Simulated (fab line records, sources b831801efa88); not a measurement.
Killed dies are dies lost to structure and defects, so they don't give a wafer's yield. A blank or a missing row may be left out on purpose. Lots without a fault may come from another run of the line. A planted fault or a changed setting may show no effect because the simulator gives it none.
fab line records | flow sky130
record lots=6 wafers=18 last_day=50
route steps=708 shown LOCAL_INTERCONNECT@388 CONTACT@406 PAD_OPEN@708
lots that met no fault: from a run of the same line without faults
start_h: hours from the record's first day to the start of the lot's first wafer shown | wait_h: hours since the lot's step before | " the same as in the row above | L1.1+2: a row that stands for several wafers | - no value, or no start given | * or withheld: withheld | < > ~ a bound
route shown NAME@n: a module of which the file shows steps, and the number in the route of the first | usual: mean/standard deviation of fault-free wafers | same: alike in all rows | chamber/n: place in a boat | sites: the reading at each site | _std_site: their standard deviation | _edge_site: outer sites' mean less inner sites' | radius_mm: how far each site lies from the wafer's centre | mask NAME#n: copy n | behind: the tool/chamber that last shaped the wafer | hold: why the lot was held/for how many hours/how that ended | device: the transistor (n, p or np) that didn't switch | end of line: the same wafers' tests at the end of the route | a step without rows: its recipe alone | killed: dies lost to structure and defects at the first sort, not the wafer's yield | map: a wafer's dies, x killed, . not, _ none there
set.NAME: the setting as run; set.NAME@STEP: as run at that earlier step | model.NAME: the simulator's own value behind a step, which no gauge read
lots at some steps of the route; a table a step, a row a wafer
services: from which hour (start_h, from the record's first day; less than 0 if before it) a tool's chamber was out of use, for how many hours, and why
## steps
# step SKY_LOCAL_INTERCONNECT_RS_MEAS_01
# recipe thk_meas_gauge=four-point-probe reads=TiN_of_LOCAL_INTERCONNECT_SPUTTER_00
# usual LOCAL_INTERCONNECT_TIN_RS=14.15/0.15
# columns lot.wafer tool chamber start_h wait_h LOCAL_INTERCONNECT_TIN_RS[ohm/sq]
L774.1 film_metro-03 - 710.93 0.0 14.18
L774.3 " - " " 14.07
L774.6 " - " " 14.20
L773.2 film_metro-02 - 713.05 0.1 14.44
L773.3 " - " " 14.32
L773.5 " - " " 14.28
L778.1 film_metro-01 - 737.33 0.0 14.02
L778.3 " - " " 14.01
L778.5 " - " " 14.21
L780.1 film_metro-01 - 746.19 0.0 14.17
L780.4 " - " " 14.08
L780.5 " - " " 14.15
L793.3 film_metro-03 - 841.57 0.1 14.04
L793.5 " - " " 14.19
L793.6 " - " " 14.12
L794.1 film_metro-02 - 850.98 0.0 14.12
L794.5 " - " " 13.96
L794.6 " - " " 14.08
# step SKY_LOCAL_INTERCONNECT_THK_MEAS_02
# recipe thk_meas_gauge=xrf reads=TiN_of_LOCAL_INTERCONNECT_SPUTTER_00
# usual LOCAL_INTERCONNECT_TIN_THK=100.9/1.2
# columns lot.wafer tool chamber start_h wait_h LOCAL_INTERCONNECT_TIN_THK[nm]
L774.1 film_metro-03 - 711.05 0.1 100.7
L774.3 " - " " 101.1
L774.6 " - " " 100.4
L773.2 film_metro-02 - 713.16 0.1 99.3
L773.3 " - " " 100.7
L773.5 " - " " 101.1
L778.1 film_metro-01 - 737.45 0.1 101.3
L778.3 " - " " 100.8
L778.5 " - " " 99.4
L780.1 film_metro-01 - 746.31 0.1 100.1
L780.4 " - " " 100.8
L780.5 " - " " 100.7
L793.3 film_metro-03 - 841.67 0.1 102.1
L793.5 " - " " 101.1
L793.6 " - " " 101.3
L794.1 film_metro-02 - 851.10 0.1 100.8
L794.5 " - " " 101.9
L794.6 " - " " 101.1
# step SKY_LOCAL_INTERCONNECT_DEHYDRATE_03
# recipe temp_c=200 time_s=60
# step SKY_LOCAL_INTERCONNECT_HMDS_04
# recipe prime_time_s=60 prime_temp_c=120
# step SKY_LOCAL_INTERCONNECT_COAT_05
# recipe resist=BARC temp_c=withheld time_s=withheld spin_rpm=3000 resist_thk_nm=60
# step SKY_LOCAL_INTERCONNECT_COAT_06
# recipe resist=KrF-thick spin_rpm=3000 resist_thk_nm=450
# step SKY_LOCAL_INTERCONNECT_SOFTBAKE_07
# recipe temp_c=100 time_s=90 resist=KrF-thick
# step SKY_LOCAL_INTERCONNECT_EXPOSE_08
# recipe mask_id=LI1M na=0.8 source_shape=annular sigma_inner=0.55 sigma_outer=0.85 target_cd_nm=170 dose_mj=28
# step SKY_LOCAL_INTERCONNECT_PEB_09
# recipe peb_temp_c=withheld peb_time_s=withheld resist=KrF-thick
# step SKY_LOCAL_INTERCONNECT_DEVELOP_10
# recipe develop_time_s=60 resist=KrF-thick dev_temp_c=21
# step SKY_LOCAL_INTERCONNECT_CD_MEAS_11
# recipe target_cd_nm=170
# usual cd_nm=170.0/1.6
# columns lot.wafer tool chamber start_h wait_h cd_nm
L774.1 cd_sem-01 - 738.36 - 167.7
L774.3 " - " " 167.2
L774.6 " - " " 167.7
L773.2 cd_sem-01 - 740.57 - 171.4
L773.3 " - " " 171.4
L773.5 " - " " 171.0
L778.1 cd_sem-01 - 764.25 - 169.7
L778.3 " - " " 169.2
L778.5 " - " " 169.4
L780.1 cd_sem-02 - 774.19 - 168.0
L780.4 " - " " 168.4
L780.5 " - " " 168.6
L793.3 cd_sem-02 - 868.68 - 170.4
L793.5 " - " " 170.7
L793.6 " - " " 171.9
L794.1 cd_sem-02 - 878.44 - 172.7
L794.5 " - " " 173.5
L794.6 " - " " 172.7
# step SKY_LOCAL_INTERCONNECT_OVL_MEAS_12
# usual LOCAL_INTERCONNECT_OVL=0/4.6
# columns lot.wafer tool chamber start_h wait_h LOCAL_INTERCONNECT_OVL[nm]
L774.1 overlay-02 - 738.48 0.1 -4
L774.3 " - " " -10
L774.6 " - " " -6
L773.2 overlay-01 - 740.68 0.1 1
L773.3 " - " " -3
L773.5 " - " " -1
L778.1 overlay-02 - 764.37 0.1 0
L778.3 " - " " 4
L778.5 " - " " -8
L780.1 overlay-01 - 774.31 0.1 9
L780.4 " - " " 10
L780.5 " - " " 4
L793.3 overlay-01 - 868.77 0.1 -2
L793.5 " - " " 1
L793.6 " - " " 3
L794.1 overlay-01 - 878.56 0.1 0
L794.5 " - " " -1
L794.6 " - " " 2
# step SKY_LOCAL_INTERCONNECT_ETCH_13
# recipe chemistry=N2/H2 target=BARC ion_energy_ev=200 bias_w=100 pressure_mtorr=30 n2_flow_sccm=100 h2_flow_sccm=200 icp_w=500 stop_on=SiO2 time_s=45.9 target_depth_a=600
# usual bias_w=99.94/0.27 drypump_motor_current_A=5.70/0.17 he_backside_leak_sccm=3.44/0.28 oes_product_au=0.855/0.0045 throttle_valve_pct=13.225/0.0096
# columns lot.wafer tool chamber start_h wait_h bias_w drypump_motor_current_A he_backside_leak_sccm oes_product_au rf_hours_counter_h throttle_valve_pct
L774.1 rie_metal-04 0 738.52 0.0 99.96 5.68 3.27 0.854 13 13.228
L774.3 " 1 " " 100.12 5.71 3.14 0.850 - 13.230
L774.6 " 1 " " 99.86 5.71 3.04 0.846 - 13.236
L773.2 rie_metal-03 0 740.71 0.0 100.33 5.70 3.54 0.856 15 13.225
L773.3 " 1 " " 99.88 5.49 3.74 0.855 - 13.217
L773.5 " 0 " " 100.38 5.69 3.52 0.862 - 13.219
L778.1 rie_metal-01 1 764.41 0.0 100.17 6.03 3.44 0.856 5 13.216
L778.3 " 0 " " 100.03 5.49 3.42 0.850 - 13.209
L778.5 " 0 " " 100.59 5.50 3.53 0.851 - 13.218
L780.1 rie_metal-04 0 774.35 0.0 99.67 5.68 3.11 0.855 14 13.228
L780.4 " 0 " " 100.23 5.68 3.02 0.861 - 13.223
L780.5 " 1 " " 99.87 5.71 3.36 0.861 - 13.239
L793.3 rie_metal-04 0 868.82 0.0 99.95 5.70 3.25 0.862 - 13.226
L793.5 " 1 " " 100.19 5.69 3.54 0.852 - 13.234
L793.6 " 0 " " 99.80 5.69 3.19 0.845 - 13.219
L794.1 rie_metal-04 1 878.60 0.0 100.07 5.70 3.33 0.857 8 13.215
L794.5 " 0 " " 99.82 5.71 3.19 0.867 - 13.222
L794.6 " 1 " " 99.88 5.74 3.33 0.859 - 13.225
# step SKY_LOCAL_INTERCONNECT_METAL_ETCH_14
# recipe target_depth_nm=110 stop_on=PSG chemistry=Cl2/BCl3 target=TiN resist_sidewall_deg=88 pressure_mtorr=10 icp_w=900 bias_w=48.5 Cl2_flow_sccm=60 bcl3_flow_sccm=30 time_s=31.4
# step SKY_LOCAL_INTERCONNECT_STRIP_15
# recipe chemistry=O2/N2 power_w=1400 pressure_mtorr=1500 platen_temp_c=withheld o2_flow_sccm=3000 n2_flow_sccm=300 overash_fraction=0.5
# usual drypump_motor_current_A=5.8/0.43 oes_product_au=0.427/0.0045 strip_time_to_endpoint_s=4.732/0.016
# columns lot.wafer tool chamber start_h wait_h drypump_motor_current_A oes_product_au rf_hours_counter_h strip_time_to_endpoint_s
L774.1 plasma_asher-04 0 738.63 0.0 5.9 0.424 62 4.736
L774.3 " 1 " " 6.3 0.431 - 4.738
L774.6 " 0 " " 5.9 0.421 - 4.751
L773.2 plasma_asher-04 0 740.82 0.0 6.0 0.418 62 4.738
L773.3 " 1 " " 6.3 0.432 - 4.718
L773.5 " 0 " " 6.0 0.420 - 4.730
L778.1 plasma_asher-04 1 764.52 0.0 6.3 0.426 66 4.732
L778.3 " 0 " " 6.0 0.432 - 4.716
L778.5 " 1 " " 6.4 0.422 - 4.689
L780.1 plasma_asher-02 1 774.46 0.0 5.1 0.434 90 4.740
L780.4 " 1 " " 5.1 0.428 - 4.740
L780.5 " 1 " " 5.1 0.426 - 4.732
L793.3 plasma_asher-02 0 868.95 0.1 5.7 0.421 - 4.702
L793.5 " 0 " " 5.7 0.428 - 4.718
L793.6 " 1 " " 5.1 0.429 - 4.706
L794.1 plasma_asher-04 1 878.71 0.0 6.3 0.435 78 4.762
L794.5 " 1 " " 6.3 0.439 - 4.723
L794.6 " 0 " " 6.0 0.428 - 4.741
# step SKY_LOCAL_INTERCONNECT_STRIP_16
# recipe chemistry=post_etch_residue_remover time_s=1247 temp_c=72.5
# step SKY_LOCAL_INTERCONNECT_CLEAN_17
# recipe chemistry=IPA time_s=180 temp_c=25
# step SKY_LOCAL_INTERCONNECT_CLEAN_18
# recipe chemistry=O3/DIW dry=n2_spin
# step SKY_CONTACT_CVD_00
# recipe material=Si3N4 target_thk_nm=75 temp_c=400 time_s=withheld rf_w=450
# usual heater_power_outer_w=394/57 heater_power_w=682/86
# columns lot.wafer tool chamber start_h wait_h heater_power_outer_w heater_power_w
L774.1 pecvd-04 1 739.24 0.0 433 677
L774.3 " 0 " " 455 730
L774.6 " 1 " " 445 713
L773.2 pecvd-02 0 741.42 0.0 376 664
L773.3 " 1 " " 371 635
L773.5 " 0 " " 378 654
L778.1 pecvd-02 0 765.15 0.0 361 644
L778.3 " 2 " " 390 712
L778.5 " 2 " " 402 717
L780.1 pecvd-01 1 775.10 0.0 384 682
L780.4 " 0 " " 367 631
L780.5 " 2 " " 398 723
L793.3 pecvd-02 2 869.51 0.0 476 835
L793.5 " 2 " " 488 838
L793.6 " 0 " " 392 685
L794.1 pecvd-01 1 879.31 0.0 330 644
L794.5 " 1 " " 334 635
L794.6 " 0 " " 274 524
# step SKY_CONTACT_THK_MEAS_01
# recipe reads=Si3N4_of_CONTACT_CVD_00
# usual CONTACT_CVD_00_THK=75.0/0.85
# columns lot.wafer tool chamber start_h wait_h CONTACT_CVD_00_THK[nm]
L774.1 film_metro-04 - 739.27 - 75.4
L774.3 " - " " 74.7
L774.6 " - " " 76.4
L773.2 film_metro-02 - 741.48 - 73.6
L773.3 " - " " 74.9
L773.5 " - " " 75.9
L778.1 film_metro-03 - 765.18 - 74.0
L778.3 " - " " 73.4
L778.5 " - " " 74.6
L780.1 film_metro-04 - 775.13 - 74.8
L780.4 " - " " 75.0
L780.5 " - " " 74.2
L793.3 film_metro-03 - 869.57 - 74.6
L793.5 " - " " 75.3
L793.6 " - " " 74.7
L794.1 film_metro-02 - 879.34 - 75.1
L794.5 " - " " 76.2
L794.6 " - " " 76.5
# step SKY_CONTACT_HDPCVD_02
# recipe material=SiO2 target_thk_nm=565 sigma_open_frac=0.3 time_s=94.2 temp_c=600 sih4_flow_sccm=60 pressure_mtorr=6
# step SKY_CONTACT_THK_MEAS_03
# recipe reads=SiO2_of_CONTACT_HDPCVD_02
# usual CONTACT_HDPCVD_THK=566/6.4
# columns lot.wafer tool chamber start_h wait_h CONTACT_HDPCVD_THK[nm]
L774.1 film_metro-02 - 739.40 0.0 562
L774.3 " - " " 583
L774.6 " - " " 554
L773.2 film_metro-04 - 741.61 0.0 561
L773.3 " - " " 565
L773.5 " - " " 562
L778.1 film_metro-04 - 765.31 0.0 561
L778.3 " - " " 570
L778.5 " - " " 562
L780.1 film_metro-02 - 775.26 0.0 568
L780.4 " - " " 581
L780.5 " - " " 572
L793.3 film_metro-02 - 869.83 0.1 571
L793.5 " - " " 568
L793.6 " - " " 569
L794.1 film_metro-03 - 879.47 0.0 563
L794.5 " - " " 573
L794.6 " - " " 561
# step SKY_CONTACT_CMP_04
# recipe material=SiO2 down_force_psi=4 platen_rpm=60 pad_velocity_m_s=0.94248
# usual edge_zone_pressure_frac=0.999/0.0048 motor_current_A=12.1/0.91 platen_rpm=60.00/0.039 time_to_endpoint_s=83/4.5
# columns lot.wafer tool chamber start_h wait_h edge_zone_pressure_frac motor_current_A platen_rpm time_to_endpoint_s
L774.1 cmp-02 1 739.56 0.1 0.997 13.2 60.02 87
L774.3 " 2 " " 1.009 11.5 60.04 91
L774.6 " 0 " " 1.002 11.0 60.06 78
L773.3 cmp-02 2 741.77 0.1 1.007 11.7 60.05 93
L773.2 " 3 " " 1.004 10.7 59.98 82
L773.5 " 1 " " 0.995 13.6 59.95 90
L778.3 cmp-02 3 765.47 0.1 0.999 11.0 60.06 82
L778.1 " 0 " " 0.999 11.9 59.98 75
L778.5 " 1 " " 1.001 13.8 60.03 82
L780.1 cmp-02 0 775.37 0.1 0.997 11.5 59.96 77
L780.4 " 1 " " 1.002 13.9 59.97 88
L780.5 " 3 " " 1.004 11.1 60.01 79
L793.3 cmp-02 1 869.92 0.1 1.010 13.6 59.96 89
L793.6 " 0 " " 1.002 11.0 60.01 80
L793.5 " 1 " " 1.004 13.2 60.05 89
L794.1 cmp-02 1 879.68 0.2 1.001 13.9 59.97 91
L794.5 " 3 " " 1.005 10.8 60.02 88
L794.6 " 0 " " 0.999 11.7 59.99 83
# step SKY_CONTACT_BOW_MEAS_05
# recipe mode=bow
# usual CONTACT_BOW=80/7.1
# columns lot.wafer tool chamber start_h wait_h CONTACT_BOW[um]
L774.1 film_metro-03 - 739.76 0.1 86
L774.3 " - " " 74
L774.6 " - " " 67
L773.2 film_metro-04 - 742.04 0.2 87
L773.3 " - " " 77
L773.5 " - " " 73
L778.1 film_metro-02 - 765.67 0.1 69
L778.3 " - " " 74
L778.5 " - " " 80
L780.1 film_metro-04 - 775.62 0.2 84
L780.4 " - " " 83
L780.5 " - " " 93
L793.3 film_metro-04 - 870.21 0.2 85
L793.5 " - " " 71
L793.6 " - " " 78
L794.1 film_metro-04 - 879.88 0.1 82
L794.5 " - " " 83
L794.6 " - " " 83
# step SKY_CONTACT_DEHYDRATE_06
# recipe temp_c=200 time_s=60
# step SKY_CONTACT_HMDS_07
# recipe prime_time_s=60 prime_temp_c=120
# step SKY_CONTACT_COAT_08
# recipe resist=BARC temp_c=withheld time_s=withheld spin_rpm=3000 resist_thk_nm=60
# step SKY_CONTACT_COAT_09
# recipe resist=KrF-thick spin_rpm=3000 resist_thk_nm=450
# step SKY_CONTACT_SOFTBAKE_10
# recipe temp_c=100 time_s=90 resist=KrF-thick
# step SKY_CONTACT_EXPOSE_11
# recipe mask_id=CTM1 na=0.8 source_shape=annular sigma_inner=0.55 sigma_outer=0.85 target_cd_nm=170 dose_mj=38
# step SKY_CONTACT_PEB_12
# recipe peb_temp_c=withheld peb_time_s=withheld resist=KrF-thick
# step SKY_CONTACT_DEVELOP_13
# recipe develop_time_s=60 resist=KrF-thick dev_temp_c=21
# step SKY_CONTACT_CD_MEAS_14
# recipe target_cd_nm=170
# usual cd_nm=169.8/1.4
# columns lot.wafer tool chamber start_h wait_h cd_nm
L774.1 cd_sem-01 - 766.81 - 169.2
L774.3 " - " " 169.0
L774.6 " - " " 169.9
L773.2 cd_sem-01 - 769.65 - 169.6
L773.3 " - " " 169.0
L773.5 " - " " 168.0
L778.1 cd_sem-01 - 792.70 - 169.3
L778.3 " - " " 170.4
L778.5 " - " " 171.2
L780.1 cd_sem-01 - 802.70 - 168.8
L780.4 " - " " 169.3
L780.5 " - " " 167.8
L793.3 cd_sem-02 - 896.00 - 169.5
L793.5 " - " " 170.7
L793.6 " - " " 170.1
L794.1 cd_sem-02 - 905.41 - 169.1
L794.5 " - " " 171.6
L794.6 " - " " 170.7
# step SKY_CONTACT_OVL_MEAS_15
# usual CONTACT_OVL=2/6.1
# columns lot.wafer tool chamber start_h wait_h CONTACT_OVL[nm]
L774.1 overlay-02 - 766.93 0.1 3
L774.3 " - " " 8
L774.6 " - " " -1
L773.2 overlay-01 - 769.76 0.1 -8
L773.3 " - " " 0
L773.5 " - " " -3
L778.1 overlay-02 - 792.82 0.1 -1
L778.3 " - " " -10
L778.5 " - " " -14
L780.1 overlay-01 - 802.82 0.1 7
L780.4 " - " " 5
L780.5 " - " " 10
L793.3 overlay-01 - 896.10 0.1 -1
L793.5 " - " " 11
L793.6 " - " " 0
L794.1 overlay-01 - 905.53 0.1 10
L794.5 " - " " 3
L794.6 " - " " -1
# step SKY_CONTACT_ETCH_16
# recipe chemistry=N2/H2 target=BARC ion_energy_ev=200 source_w=500 bias_w=100 pressure_mtorr=30 n2_flow_sccm=100 h2_flow_sccm=200 stop_on=SiO2 time_s=45.9 target_depth_a=600
# step SKY_CONTACT_ETCH_17
# recipe target=SiO2 chemistry=C4F8/O2/Ar stop_on=Si3N4 mask_material=KrF-thick source_w=1554 bias_w=1200 pressure_mtorr=40 c4f8_flow_sccm=withheld O2_flow_sccm=6 Ar_flow_sccm=300 time_s=withheld target_depth_a=3400
# step SKY_CONTACT_ETCH_18
# recipe target=Si3N4 chemistry=CHF3/O2 stop_on=TiN source_w=600 bias_w=200 pressure_mtorr=40 chf3_flow_sccm=50 O2_flow_sccm=5 time_s=39 target_depth_a=750
# usual bias_w=200.0/0.59 drypump_motor_current_A=6.0/0.36 oes_product_au=0.848/0.007 throttle_valve_pct=8.791/0.0084
# columns lot.wafer tool chamber start_h wait_h bias_w drypump_motor_current_A oes_product_au rf_hours_counter_h throttle_valve_pct
L774.1 rie_diel-04 0 - - 201.0 6.2 0.853 4 8.798
L774.3 " 1 " " 200.2 6.0 0.841 7 8.784
L774.6 " 0 " " 200.3 6.2 0.856 - 8.798
L773.2 rie_diel-01 2 - - 199.7 6.5 0.845 12 8.785
L773.3 " 1 " " 199.5 5.5 0.855 14 8.787
L773.5 " 1 " " 200.7 5.5 0.859 - 8.781
L778.1 rie_diel-03 0 - - 200.2 6.5 0.841 21 8.793
L778.3 " 2 " " 199.5 5.5 0.840 8 8.775
L778.5 " 1 " " 200.7 6.3 0.848 - 8.793
L780.1 rie_diel-01 2 - - 200.5 6.5 0.850 13 8.787
L780.4 " 1 " " 199.9 5.6 0.854 15 8.785
L780.5 " 1 " " 199.5 5.6 0.847 - 8.793
L793.3 rie_diel-04 0 - - 199.3 6.1 0.838 9 8.791
L793.5 " 1 " " 199.8 6.0 0.850 - 8.790
L793.6 " 0 " " 199.7 6.2 0.846 - 8.794
L794.1 rie_diel-04 1 - - 200.2 5.9 0.850 11 8.793
L794.5 " 0 " " 200.7 6.2 0.858 - 8.795
L794.6 " 3 " " 199.6 5.4 0.858 - 8.795
# step SKY_CONTACT_STRIP_19
# recipe chemistry=O2/N2 power_w=1400 pressure_mtorr=1500 platen_temp_c=withheld o2_flow_sccm=3000 n2_flow_sccm=300 overash_fraction=0.5
# usual drypump_motor_current_A=5.8/0.39 oes_product_au=0.381/0.005 strip_time_to_endpoint_s=3.62/0.03
# columns lot.wafer tool chamber start_h wait_h drypump_motor_current_A oes_product_au rf_hours_counter_h strip_time_to_endpoint_s
L774.1 plasma_asher-04 0 767.10 - 5.9 0.377 66 3.61
L774.3 " 0 " " 5.9 0.377 - 3.60
L774.6 " 1 " " 6.4 0.385 - 3.63
L773.2 plasma_asher-03 1 769.92 - 5.7 0.376 34 3.64
L773.3 " 0 " " 5.6 0.383 - 3.62
L773.5 " 1 " " 5.7 0.379 - 3.62
L778.1 plasma_asher-02 1 792.99 - 5.0 0.380 91 3.65
L778.3 " 1 " " 5.1 0.379 - 3.64
L778.5 " 1 " " 5.1 0.383 - 3.62
L780.1 plasma_asher-02 1 802.99 - 5.1 0.387 92 3.64
L780.4 " 0 " " 5.7 0.394 - 3.64
L780.5 " 0 " " 5.7 0.381 - 3.62
L793.3 plasma_asher-04 1 896.29 - 6.3 0.379 - 3.64
L793.5 " 0 " " 5.9 0.375 - 3.61
L793.6 " 1 " " 6.3 0.383 - 3.67
L794.1 plasma_asher-03 0 905.70 - 5.6 0.372 47 3.62
L794.5 " 0 " " 5.6 0.376 - 3.63
L794.6 " 1 " " 5.6 0.385 - 3.58
# step SKY_CONTACT_STRIP_20
# recipe chemistry=post_etch_residue_remover time_s=1200 temp_c=72.5
# step SKY_CONTACT_CLEAN_21
# recipe chemistry=IPA time_s=180 temp_c=25
# step SKY_CONTACT_CLEAN_22
# recipe chemistry=O3/DIW dry=n2_spin
# step SKY_CONTACT_SPUTTER_23
# recipe material=TiN target_thk_nm=20 chamber_pressure_pa=5 power_w=4000 time_s=80
# step SKY_PAD_OPEN_PROBE_99
# usual killed_at_M0_to_M3=44/6.6 killed_at_M4_up=3.0/1.9 killed_at_contacts=24/5.1 killed_at_front_end=16/4.6 killed_at_other=0.3/0.59 killed_dies=88/9.5 killed_open=48/6.7 killed_short=40/6.1
# same gross_dies=492 killed_at_back_side=0
# columns lot.wafer tool chamber start_h wait_h killed_at_M0_to_M3 killed_at_M4_up killed_at_contacts killed_at_front_end killed_at_other killed_dies killed_open killed_short
L793.3 prober-02 - 1194.28 0.2 33 1 83 18 0 135 36 39
L793.5 prober-02 - 1194.38 0.2 40 5 25 20 0 90 47 43
L793.6 prober-02 - 1194.43 0.2 36 2 79 15 0 132 44 32
L794.5 prober-02 - 1197.69 0.2 32 2 71 20 0 125 46 30
# killed by level:class
L793.3 LOCAL_INTERCONNECT:unspecified=60 VIA1:geometric_particle:open=10 CONTACT:geometric_particle:open=6 LOCAL_INTERCONNECT:geometric_particle:short=6 FIELD_ISO:geometric_particle:open=4 LI_CONTACT:geometric_particle:short=4 METAL1:geometric_particle:short=4 VIA1:geometric_particle:short=4
L793.5 VIA1:geometric_particle:open=15 CONTACT:geometric_particle:open=8 POLY_GATE:geometric_particle:short=7 CONTACT:geometric_particle:short=7 METAL2:geometric_particle:short=6 FIELD_ISO:geometric_particle:open=5 LI_CONTACT:geometric_particle:open=5 METAL4:geometric_particle:short=4
L793.6 LOCAL_INTERCONNECT:unspecified=56 CONTACT:geometric_particle:open=12 VIA1:geometric_particle:open=11 POLY_GATE:geometric_particle:open=5 VIA3:geometric_particle:open=5 FIELD_ISO:geometric_particle:short=4 FIELD_ISO:geometric_particle:open=4 LOCAL_INTERCONNECT:geometric_particle:short=4
L794.5 LOCAL_INTERCONNECT:unspecified=49 CONTACT:geometric_particle:open=10 FIELD_ISO:geometric_particle:open=10 VIA1:geometric_particle:open=10 METAL2:geometric_particle:short=6 LOCAL_INTERCONNECT:geometric_particle:short=5 VIA1:geometric_particle:short=4 POLY_GATE:geometric_particle:open=3
# map L793.3 (x killed, . not)
__________x.x..x...._________
________xx.x.x.....x.x_______
______xxxxxxx..........x_____
_____xxxxxxxxx..x.xx.....____
____xxxxxxxxxxxx..........___
___xxxxxxxxxxx........x..x.__
__..xxxxxxxx.x...x.........._
_x.x.xxxxxxxx.x..........x...
_....xxx.xx.xx.....x......xx.
_..x..................xx.....
_.x..........x.......x...x.x.
_.xxxx...x....x.........xx..x
_..........x.................
_.....................x....x.
_x.xx........xx......x...x...
__...x.......x.............._
___.......x..........x.x.x.__
____..x....x..........x...___
_____.......x.x.....x..x.____
______.x.......x.x..x..x_____
________......xx.....x_______
__________......x..._________
# map L794.5 (x killed, . not)
__________x..x......_________
________xx.xx.x......x_______
______xxxxxxxx.xx..x...._____
_____xxxxxxxx....x.....x.____
____xxxxxxxxxx...........x___
___.xxxxxxxxx...x.........x__
__.x.xxxxxxxx....x.x........_
_.x...x.xxxxx..xx..x..x...x..
_.....x..xx..x.....x.xx......
_.x.........x..............x.
_...................x.x.x....
_.x.........x.x........x.....
_.....x...x...x........x.....
_.x.....xxx......x..x..x.....
_.....x..x.x........x.x.....x
__x.........x.........x....x_
___..x..................x..__
____...x........x.........___
_____......x..x..........____
______.....x.x.x........_____
________.............._______
__________..xx.x..x._________
## services
# columns tool chamber start_h hours kind
rie_diel-04 0 717.68 1.9 repair
rie_metal-03 1 721.47 9.4 repair
pecvd-02 - 723.56 1.3 repair
cmp-02 - 730.12 0.3 repair
rie_diel-04 0 731.75 2.0 repair
plasma_asher-02 - 740.03 28.1 pm
cmp-02 - 742.86 4.2 repair
cmp-02 - 747.02 4.0 pm
rie_diel-04 1 748.49 2.4 repair
rie_diel-03 2 752.45 5.2 repair
cmp-02 - 753.32 1.0 repair
rie_diel-01 2 764.33 3.7 repair
cmp-02 - 766.84 1.3 repair
pecvd-02 1 775.44 4.4 repair
rie_metal-04 - 796.12 2.8 pm
rie_metal-04 1 805.43 3.9 repair
plasma_asher-03 - 806.46 14.6 pm
cmp-02 - 819.17 32.7 repair
rie_diel-01 - 827.19 2.8 pm
pecvd-01 - 832.99 2.0 repair
rie_diel-04 - 857.98 0.7 repair
rie_diel-04 0 859.34 7.8 repair
plasma_asher-02 - 864.15 2.8 pm
rie_diel-01 3 864.77 4.8 repair
## key
first_sign step=SKY_PAD_OPEN_PROBE_99 reading=killed_at_contacts direction=up sigmas=10 usual=24 struck=78
effect step=SKY_PAD_OPEN_PROBE_99 reading=killed_dies direction=up sigmas=4.5 usual=88 struck=131
met_at SKY_LOCAL_INTERCONNECT_ETCH_13
struck_wafers L793.3,L793.6,L794.5
tester_left_out L793,L794
onset_between 774.35 868.82
fault kind=chamber_particle_source tool=rie_metal-04 chamber=0 onset_h=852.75 steps=SKY_LOCAL_INTERCONNECT_ETCH_13 rate_per_visit_cm2=1.3048 end_h=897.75
# tester_left_out: of these lots the tester's yield and bins aren't shown, on N5 and GAA mostly nor the transistor test; their killed dies are dies lost to structure and defects alone, not to doping, threshold or leakage, so they don't give the yield
